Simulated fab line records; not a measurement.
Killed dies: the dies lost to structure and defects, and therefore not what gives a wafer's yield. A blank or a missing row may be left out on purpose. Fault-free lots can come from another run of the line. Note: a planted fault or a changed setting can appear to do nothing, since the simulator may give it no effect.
Chamber matching + flow gf180mcu + GF_V1_CMP_04 on cmp-01: 4 sister chambers
The step polishes SiO2. 18 wafers are shown with their chamber, then 9 later ones without.

WAFERS WITH THEIR CHAMBER
| wafer  | chamber | motorCurrentA (A) | timeToEndpointS (s) |
|--------|---------|-------------------|---------------------|
| L292.3 | 0       | 11.5              | 82                  |
| L292.4 | 1       | 13.6              | 86                  |
| L292.5 | 3       | 10.9              | 83                  |
| L299.4 | 3       | 10.8              | 72                  |
| L299.5 | 3       | 11.3              | 78                  |
| L299.6 | 0       | 11.2              | 81                  |
| L302.1 | 3       | 11.1              | 75                  |
| L302.4 | 0       | 11.2              | 88                  |
| L302.6 | 2       | 13.6              | 86                  |
| L305.1 | 3       | 10.7              | 64                  |
| L305.2 | 2       | 14.0              | 80                  |
| L305.3 | 0       | 11.3              | 83                  |
| L307.2 | 1       | 11.9              | 74                  |
| L307.3 | 2       | 13.9              | 74                  |
| L307.5 | 3       | 10.5              | 75                  |
| L308.4 | 1       | 12.8              | 67                  |
| L308.5 | 3       | 11.4              | 87                  |
| L308.6 | 0       | 11.4              | 77                  |

SIGNATURES (means of the wafers above)
| reading         | chamber 0 | chamber 1 | chamber 2 | chamber 3 | scatter within a chamber |
|-----------------|-----------|-----------|-----------|-----------|--------------------------|
| motorCurrentA   | 11.320    | 12.767    | 13.833    | 10.957    | 0.4                      |
| timeToEndpointS | 82.20     | 75.67     | 80.00     | 76.29     | 6.84                     |
Rule: for each reading, subtract the chamber's mean from the wafer's reading, divide by that reading's scatter and square the result; add these up over the readings and take the root, which gives the wafer's distance from the chamber. If the next closest chamber is less than 2 further off than the closest, the wafer can't be placed; otherwise it belongs to the closest. How the scatter is found: for the shown wafers, subtract from each reading the mean of its chamber, square and add these, divide the total by (wafers less chambers), then take the root.

WAFERS WITHOUT THEIR CHAMBER
| wafer  | motorCurrentA (A) | timeToEndpointS (s) |
|--------|-------------------|---------------------|
| L312.3 | 13.8              | 74                  |
| L312.4 | 10.8              | 77                  |
| L312.5 | 12.6              | 82                  |
| L313.2 | 13.7              | 70                  |
| L313.3 | 11.0              | 73                  |
| L313.6 | 11.2              | 81                  |
| L314.2 | 13.3              | 70                  |
| L314.4 | 11.2              | 77                  |
| L314.6 | 12.7              | 74                  |

THE CHAMBER EACH PASSED THROUGH
| wafer  | from the rows above     | in truth |
|--------|-------------------------|----------|
| L312.3 | can't be placed: 2 or 1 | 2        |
| L312.4 | can't be placed: 3 or 0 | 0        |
| L312.5 | 1                       | 1        |
| L313.2 | can't be placed: 2 or 1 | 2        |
| L313.3 | can't be placed: 3 or 0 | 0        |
| L313.6 | can't be placed: 0 or 3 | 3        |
| L314.2 | can't be placed: 1 or 2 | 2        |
| L314.4 | can't be placed: 3 or 0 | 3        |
| L314.6 | 1                       | 1        |
2 of 9 placed correctly. Unplaceable from these rows: 7, with the true chamber sitting among the candidates in 7. Wrongly placed: 0.
